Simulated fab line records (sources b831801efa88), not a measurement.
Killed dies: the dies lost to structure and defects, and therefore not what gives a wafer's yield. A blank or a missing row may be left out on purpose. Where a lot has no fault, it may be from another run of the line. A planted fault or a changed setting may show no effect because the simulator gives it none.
Which of the tools did it? :: flow sky130 :: Sampling: 12 lots, 36 wafers, 5 of 708 route steps

WHAT EACH GAUGE READ, for each wafer
SKY_LOCAL_INTERCONNECT_CD_MEAS_11: target cd 170 nm. Usual: cd-nm at 170.2 nm, with a standard deviation of 1.6.
lot: L788
measured: day 31 05:53
on: cd-sem-02
cd-nm (nm): 172.1 170.4 171.3
flag: 

lot: L789
measured: day 32 04:41
on: cd-sem-02
cd-nm (nm): 173.2 171.3 172.1
flag: 

lot: L792
measured: day 32 11:30
on: cd-sem-01
cd-nm (nm): 169.9 167.9 167.8
flag: 

lot: L791
measured: day 32 13:10
on: cd-sem-01
cd-nm (nm): 170.5 170.8 170.0
flag: 

lot: L795
measured: day 33 11:20
on: cd-sem-02
cd-nm (nm): 171.7 170.6 170.8
flag: 

lot: L800
measured: day 34 13:00
on: cd-sem-01
cd-nm (nm): 170.9 172.1 170.6
flag: 

lot: L801
measured: day 34 18:03
on: cd-sem-01
cd-nm (nm): 170.4 170.1 170.4
flag: 

lot: L803
measured: day 36 03:58
on: cd-sem-02
cd-nm (nm): 170.1 171.3 170.6
flag: 

lot: L804
measured: day 36 05:54
on: cd-sem-01
cd-nm (nm): 171.3 171.4 171.1
flag: 

lot: L805
measured: day 36 13:37
on: cd-sem-01
cd-nm (nm): 171.2 171.3 171.2
flag: 

lot: L807
measured: day 37 06:54
on: cd-sem-01
cd-nm (nm): 169.0 170.5 168.1
flag: 

lot: L809
measured: day 37 11:06
on: cd-sem-01
cd-nm (nm): 172.6 172.7 171.4
flag: 

SKY_CONTACT_CD_MEAS_14: target cd 170 nm. Usual: cd-nm at 169.0 nm, with a standard deviation of 1.8.
lot: L788
measured: day 32 10:33
on: cd-sem-01
cd-nm (nm): 171.1 171.6 171.2
flag: 

lot: L789
measured: day 33 08:43
on: cd-sem-01
cd-nm (nm): 169.3 170.7 168.8
flag: 

lot: L792
measured: day 33 15:45
on: cd-sem-01
cd-nm (nm): 167.1 168.4 167.6
flag: 

lot: L791
measured: day 33 17:31
on: cd-sem-01
cd-nm (nm): 170.3 169.9 169.0
flag: 

lot: L795
measured: day 34 15:43
on: cd-sem-01
cd-nm (nm): 166.8 166.1 167.1
flag: 

lot: L800
measured: day 35 15:54
on: cd-sem-02
cd-nm (nm): 167.6 167.3 166.6
flag: 

lot: L801
measured: day 35 20:51
on: cd-sem-02
cd-nm (nm): 171.5 170.9 170.1
flag: 

lot: L803
measured: day 37 07:16
on: cd-sem-02
cd-nm (nm): 171.1 170.3 171.0
flag: 

lot: L804
measured: day 37 08:57
on: cd-sem-01
cd-nm (nm): 170.0 168.1 168.1
flag: 

lot: L805
measured: day 37 17:17
on: cd-sem-01
cd-nm (nm): 170.9 170.6 170.3
flag: 

lot: L807
measured: day 38 10:30
on: cd-sem-01
cd-nm (nm): 169.7 169.6 170.7
flag: 

lot: L809
measured: day 38 14:06
on: cd-sem-01
cd-nm (nm): 169.1 169.6 169.7
flag: 

TOOL THAT RAN EACH LOT (tool first, then ch and the chambers of the sampled wafers, then the start)
lot: L788
SKY_LDD_N_IMPLANT_11: implanter-04 ch 0, day 18 21:17
SKY_LDD_N_STRIP_16: plasma-asher-02 ch 0,1, day 18 22:01
SKY_CONTACT_CMP_04: cmp-02 ch 0,2,3, day 31 06:58

lot: L789
SKY_LDD_N_IMPLANT_11: implanter-02 ch 0, day 19 16:52
SKY_LDD_N_STRIP_16: plasma-asher-02 ch 0,1, day 19 17:35
SKY_CONTACT_CMP_04: cmp-01 ch 1,2, day 32 05:49

lot: L792
SKY_LDD_N_IMPLANT_11: implanter-01 ch 0, day 20 04:50
SKY_LDD_N_STRIP_16: plasma-asher-03 ch 0,1, day 20 05:35
SKY_CONTACT_CMP_04: cmp-01 ch 2,3, day 32 12:43

lot: L791
SKY_LDD_N_IMPLANT_11: implanter-02 ch 0, day 20 06:41
SKY_LDD_N_STRIP_16: plasma-asher-03 ch 0,1, day 20 07:25
SKY_CONTACT_CMP_04: cmp-01 ch 1,2,3, day 32 14:28

lot: L795
SKY_LDD_N_IMPLANT_11: implanter-01 ch 0, day 21 06:20
SKY_LDD_N_STRIP_16: plasma-asher-02 ch 0,1, day 21 07:02
SKY_CONTACT_CMP_04: cmp-01 ch 0,3, day 33 12:26

lot: L800
SKY_LDD_N_IMPLANT_11: implanter-04 ch 0, day 22 11:34
SKY_LDD_N_STRIP_16: plasma-asher-02 ch 0,1, day 22 12:19
SKY_CONTACT_CMP_04: cmp-01 ch 0,3, day 34 14:06

lot: L801
SKY_LDD_N_IMPLANT_11: implanter-04 ch 0, day 22 20:28
SKY_LDD_N_STRIP_16: plasma-asher-01 ch 0,1, day 22 21:13
SKY_CONTACT_CMP_04: cmp-02 ch 2,3, day 34 19:10

lot: L803
SKY_LDD_N_IMPLANT_11: implanter-01 ch 0, day 23 23:47
SKY_LDD_N_STRIP_16: plasma-asher-03 ch 0, day 24 00:31
SKY_CONTACT_CMP_04: cmp-02 ch 0,1, day 36 05:05

lot: L804
SKY_LDD_N_IMPLANT_11: implanter-01 ch 0, day 24 11:17
SKY_LDD_N_STRIP_16: plasma-asher-02 ch 0,1, day 24 12:02
SKY_CONTACT_CMP_04: cmp-01 ch 0,2,3, day 36 07:01

lot: L805
SKY_LDD_N_IMPLANT_11: implanter-02 ch 0, day 24 19:14
SKY_LDD_N_STRIP_16: plasma-asher-03 ch 0,1, day 24 19:58
SKY_CONTACT_CMP_04: cmp-02 ch 0,2, day 36 14:40

lot: L807
SKY_LDD_N_IMPLANT_11: implanter-04 ch 0, day 25 14:25
SKY_LDD_N_STRIP_16: plasma-asher-03 ch 0,1, day 25 15:10
SKY_CONTACT_CMP_04: cmp-01 ch 0,1,3, day 37 08:10

lot: L809
SKY_LDD_N_IMPLANT_11: implanter-01 ch 0, day 25 21:40
SKY_LDD_N_STRIP_16: plasma-asher-01 ch 0,1, day 25 22:25
SKY_CONTACT_CMP_04: cmp-01 ch 0,1,3, day 37 12:14
- SKY_LDD_N_IMPLANT_11
- SKY_LDD_N_STRIP_16: strips in O2/N2.
- SKY_CONTACT_CMP_04: polishes SiO2.

AS READ BY THE TOOLS THEMSELVES (means over the sampled wafers that have a number; for cases with no such wafer, the mark the record gives instead)
SKY_LDD_N_IMPLANT_11. Usual: beam-on-s 9.99 s, standard deviation 0.22; dose-ions-cm2 7.502e+13, standard deviation 8.2e+10; faraday-current-uA 423, standard deviation 9.1.
lot: L788
tool: implanter-04
beam-on-s (s): 10.17
dose-ions-cm2: 7.510e+13
faraday-current-uA: 415
flag: 

lot: L789
tool: implanter-02
beam-on-s (s): 9.89
dose-ions-cm2: 7.509e+13
faraday-current-uA: 425
flag: 

lot: L792
tool: implanter-01
beam-on-s (s): 9.84
dose-ions-cm2: 7.504e+13
faraday-current-uA: 429
flag: 

lot: L791
tool: implanter-02
beam-on-s (s): 9.97
dose-ions-cm2: 7.502e+13
faraday-current-uA: 425
flag: 

lot: L795
tool: implanter-01
beam-on-s (s): 10.12
dose-ions-cm2: 7.490e+13
faraday-current-uA: 417
flag: 

lot: L800
tool: implanter-04
beam-on-s (s): 10.21
dose-ions-cm2: 5.713e+13
faraday-current-uA: 315
flag: OFF

lot: L801
tool: implanter-04
beam-on-s (s): 9.95
dose-ions-cm2: 5.714e+13
faraday-current-uA: 323
flag: OFF

lot: L803
tool: implanter-01
beam-on-s (s): 10.01
dose-ions-cm2: 7.513e+13
faraday-current-uA: 422
flag: 

lot: L804
tool: implanter-01
beam-on-s (s): 10.13
dose-ions-cm2: 7.500e+13
faraday-current-uA: 418
flag: 

lot: L805
tool: implanter-02
beam-on-s (s): 10.20
dose-ions-cm2: 7.500e+13
faraday-current-uA: 414
flag: 

lot: L807
tool: implanter-04
beam-on-s (s): 9.86
dose-ions-cm2: 7.506e+13
faraday-current-uA: 428
flag: 

lot: L809
tool: implanter-01
beam-on-s (s): 10.08
dose-ions-cm2: 7.499e+13
faraday-current-uA: 419
flag: 

SKY_LDD_N_STRIP_16. Usual: drypump-motor-current-A 5.5 A, standard deviation 0.43; oes-product-au 0.407 a.u., standard deviation 0.0045; strip-time-to-endpoint-s 4.317 s, standard deviation 0.014.
lot: L788
tool: plasma-asher-02
drypump-motor-current-A (A): 5.5
oes-product-au (a.u.): 0.408
strip-time-to-endpoint-s (s): 4.326
flag: 

lot: L789
tool: plasma-asher-02
drypump-motor-current-A (A): 5.5
oes-product-au (a.u.): 0.403
strip-time-to-endpoint-s (s): 4.313
flag: 

lot: L792
tool: plasma-asher-03
drypump-motor-current-A (A): 5.1
oes-product-au (a.u.): 0.401
strip-time-to-endpoint-s (s): 4.313
flag: 

lot: L791
tool: plasma-asher-03
drypump-motor-current-A (A): 5.1
oes-product-au (a.u.): 0.402
strip-time-to-endpoint-s (s): 4.305
flag: 

lot: L795
tool: plasma-asher-02
drypump-motor-current-A (A): 5.4
oes-product-au (a.u.): 0.402
strip-time-to-endpoint-s (s): 4.311
flag: 

lot: L800
tool: plasma-asher-02
drypump-motor-current-A (A): 5.4
oes-product-au (a.u.): 0.405
strip-time-to-endpoint-s (s): 4.244
flag: OFF

lot: L801
tool: plasma-asher-01
drypump-motor-current-A (A): 5.5
oes-product-au (a.u.): 0.403
strip-time-to-endpoint-s (s): 4.266
flag: OFF

lot: L803
tool: plasma-asher-03
drypump-motor-current-A (A): 4.7
oes-product-au (a.u.): 0.407
strip-time-to-endpoint-s (s): 4.322
flag: 

lot: L804
tool: plasma-asher-02
drypump-motor-current-A (A): 5.5
oes-product-au (a.u.): 0.405
strip-time-to-endpoint-s (s): 4.330
flag: 

lot: L805
tool: plasma-asher-03
drypump-motor-current-A (A): 5.5
oes-product-au (a.u.): 0.411
strip-time-to-endpoint-s (s): 4.333
flag: 

lot: L807
tool: plasma-asher-03
drypump-motor-current-A (A): 5.1
oes-product-au (a.u.): 0.408
strip-time-to-endpoint-s (s): 4.298
flag: 

lot: L809
tool: plasma-asher-01
drypump-motor-current-A (A): 5.8
oes-product-au (a.u.): 0.409
strip-time-to-endpoint-s (s): 4.330
flag: 

SKY_CONTACT_CMP_04. Usual: edge-zone-pressure-frac 1.000, standard deviation 0.0051; motor-current-A 12.3 A, standard deviation 1.6; time-to-endpoint-s 84 s, standard deviation 5.3.
lot: L788
tool: cmp-02
edge-zone-pressure-frac: 0.998
motor-current-A (A): 11.7
time-to-endpoint-s (s): 84
flag: 

lot: L789
tool: cmp-01
edge-zone-pressure-frac: 0.999
motor-current-A (A): 11.0
time-to-endpoint-s (s): 90
flag: 

lot: L792
tool: cmp-01
edge-zone-pressure-frac: 0.995
motor-current-A (A): 12.6
time-to-endpoint-s (s): 85
flag: 

lot: L791
tool: cmp-01
edge-zone-pressure-frac: 1.003
motor-current-A (A): 11.8
time-to-endpoint-s (s): 89
flag: 

lot: L795
tool: cmp-01
edge-zone-pressure-frac: 1.004
motor-current-A (A): 14.0
time-to-endpoint-s (s): 85
flag: 

lot: L800
tool: cmp-01
edge-zone-pressure-frac: 0.995
motor-current-A (A): 13.9
time-to-endpoint-s (s): 86
flag: 

lot: L801
tool: cmp-02
edge-zone-pressure-frac: 0.996
motor-current-A (A): 11.3
time-to-endpoint-s (s): 85
flag: 

lot: L803
tool: cmp-02
edge-zone-pressure-frac: 0.998
motor-current-A (A): 12.3
time-to-endpoint-s (s): 83
flag: 

lot: L804
tool: cmp-01
edge-zone-pressure-frac: 1.000
motor-current-A (A): 13.7
time-to-endpoint-s (s): 79
flag: 

lot: L805
tool: cmp-02
edge-zone-pressure-frac: 0.998
motor-current-A (A): 12.2
time-to-endpoint-s (s): 80
flag: 

lot: L807
tool: cmp-01
edge-zone-pressure-frac: 0.998
motor-current-A (A): 12.4
time-to-endpoint-s (s): 84
flag: 

lot: L809
tool: cmp-01
edge-zone-pressure-frac: 1.003
motor-current-A (A): 12.6
time-to-endpoint-s (s): 95
flag: 

THE ANSWER, worked out from the rows above alone
Rule: lot off if the mean of its wafers having a number is beyond 3 standard deviations from the usual mean. Also off: a lot with no number at a reading for which 4 or more lots have one. Any other lot the step has rows for is counted as sound. Order of review: gauges by route order, followed by the tools' own readings, for which a lot's mean as printed above is used. At the first step where some lot is off, the reading lying furthest off is the one used; lots without a number count as furthest.
Off: L800, L801, at SKY_LDD_N_IMPLANT_11 (dose-ions-cm2).
If a tool, at that step or one of the process steps before it, ran each lot that is off and ran no sound lot following the first of them, it fits. Not one of the candidates tried fits.

WHAT HAD BEEN PUT IN BY THE SIMULATOR
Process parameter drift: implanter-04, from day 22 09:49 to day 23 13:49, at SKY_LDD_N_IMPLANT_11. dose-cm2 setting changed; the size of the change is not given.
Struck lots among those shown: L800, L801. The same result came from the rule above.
